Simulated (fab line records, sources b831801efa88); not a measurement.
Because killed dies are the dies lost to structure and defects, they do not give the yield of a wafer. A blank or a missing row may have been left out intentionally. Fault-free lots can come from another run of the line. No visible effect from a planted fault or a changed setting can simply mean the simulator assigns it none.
Comparing a struck lot with a sound one -- flow sky130 -- 34 steps out of a route of 708
Sound: these wafers, L454.1, L454.2, L454.4. Struck: wafers L470.3, L470.5. (L470.6 of the same lot was not struck and is left out.) The cause comes at the end.
Each step with rows lists, per side, the tool, then ch with its chambers, then its first start. Under that, the readings that differ: sound wafers -- struck wafers -- difference of the means -- sigmas: that difference in standard deviations of wafers without a fault.
alike: readings with means less than 2 such deviations apart, plus words and numbers identical on both sides. not compared: withheld readings, readings lacking a value on some wafer, bounds such as >300 that could conceal the same value, and numbers that have no deviation in the record and whose values overlap.
A row with sigmas, a row that says differs or no value, or rows on one side alone: a step with any of these is where the two part. Numbers that have no deviation but don't overlap get no sigmas and don't part them. A reading missing from all wafers of one side parts the sides only when that side holds two or more wafers.

first, 9 steps without rows for these wafers: SKY_METAL1_DEHYDRATE_07 (time 60 s); SKY_METAL1_HMDS_08 (prime time 60 s); SKY_METAL1_COAT_09 (resist thk 60 nm); SKY_METAL1_COAT_10 (resist thk 450 nm); SKY_METAL1_SOFTBAKE_11 (time 90 s); SKY_METAL1_EXPOSE_12 (exposes mask MM1, target cd 140 nm); SKY_METAL1_PEB_13; SKY_METAL1_DEVELOP_14 (develop time 60 s); SKY_METAL1_DESCUM_17 (chemistry O2, time 8 s).
SKY_METAL1_ETCH_18: etches BARC in N2/H2, stops on SiO2, time 45.9 s, target depth 60 nm.
  sound on rie-metal-04 ch 0,1, day 32 17:42; struck on rie-metal-04 ch 0, day 37 23:38
reading,sound,struck,difference,sigmas
throttle-valve-pct (%),13.222 13.234 13.215,13.206 13.206,-0.018,-2
  alike: drypump-motor-current-A, oes-product-au
  not compared: rf-hours-counter-h
then, 23 steps without rows for these wafers: SKY_METAL1_METAL_ETCH_19 (etches the open film in Cl2/BCl3, stops on SiO2, target depth 360 nm, time 81.04 s); SKY_METAL1_STRIP_20 (strips in O2/N2); SKY_METAL1_STRIP_21 (strips in post etch residue remover, time 1200 s); SKY_METAL1_CLEAN_22 (cleans in IPA, time 180 s); SKY_METAL1_CLEAN_23 (cleans in O3/DIW); SKY_VIA1_HDPCVD_00 (deposits SiO2, target thk 1030 nm, time 171.7 s); SKY_VIA1_CMP_02 (polishes SiO2); SKY_VIA1_DEHYDRATE_04 (time 60 s); SKY_VIA1_HMDS_05 (prime time 60 s); SKY_VIA1_COAT_06 (resist thk 60 nm); SKY_VIA1_COAT_07 (resist thk 450 nm); SKY_VIA1_SOFTBAKE_08 (time 90 s); SKY_VIA1_EXPOSE_09 (exposes mask VIM, target cd 150 nm); SKY_VIA1_PEB_10; SKY_VIA1_DEVELOP_11 (develop time 60 s); SKY_VIA1_ETCH_14 (etches BARC in N2/H2, stops on SiO2, time 45.9 s, target depth 60 nm); SKY_VIA1_ETCH_15 (etches SiO2 in C4F8/O2/Ar, stops on TiN, target depth 351 nm, time 54 s); SKY_VIA1_STRIP_16 (strips in O2/N2); SKY_VIA1_STRIP_17 (strips in post etch residue remover, time 1200 s); SKY_VIA1_CLEAN_18 (cleans in IPA, time 180 s); SKY_VIA1_CLEAN_19 (cleans in O3/DIW); SKY_VIA1_SPUTTER_20 (material TiN, target thk 20 nm, time 80 s); SKY_VIA1_CVD_21 (deposits W, target thk 270 nm, time 80.902 s).
-- the record jumps here: 12 days lie between the struck wafers' starts before and after (it left off in module VIA1 and takes up again in module PAD_OPEN, whose first step shown is number 708 of the route) --
SKY_PAD_OPEN_PROBE_99:
  sound on prober-02 at day 45 19:49; struck on prober-02 at day 49 18:22
reading,sound,struck,difference,sigmas
defect-limited-yield (%),83.1 80.1 83.7,73.4 72.6,-9.3,-5
killed_at_M0_to_M3,36 46 38,90 97,+54,+7
killed-dies,83 98 80,131 135,+46,+5
sort_bin_3_pad_short (%),1.4 1.0 0.4,3.5 1.6,+1.6,+4
sort_bin_5_function (%),9.1 12.8 9.1,17.1 16.9,+6.7,+4
sort-n-pass,409 394 412,361 357,-46,-5
sort-yield-pct (%),83.1 80.1 83.7,73.4 72.6,-9.3,-5
model.etest.tester.sort-n-pass,409 394 412,361 357,-46,
model.etest.tester.sort-yield-pct (%),83.13 80.08 83.74,73.37 72.56,-9.35,
model.etest.tester.sort_bin_5_pct (%),9.146 12.8 9.146,17.07 16.87,+6.61,
model.etest.tester.sort_bin_3_pct (%),1.423 1.016 0.4065,3.455 1.626,+1.592,
  alike: killed_at_M4_up, killed-at-contacts, killed-at-front-end, killed-at-other, killed-open, killed-short, sort_bin_6_memory

== WHERE THEY PART ==
Earliest at SKY_METAL1_ETCH_18; latest, in this record, at SKY_PAD_OPEN_PROBE_99.

WHY: what had been put in by the simulator
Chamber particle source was rie-metal-04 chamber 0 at SKY_METAL1_ETCH_18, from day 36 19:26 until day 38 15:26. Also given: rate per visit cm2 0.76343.
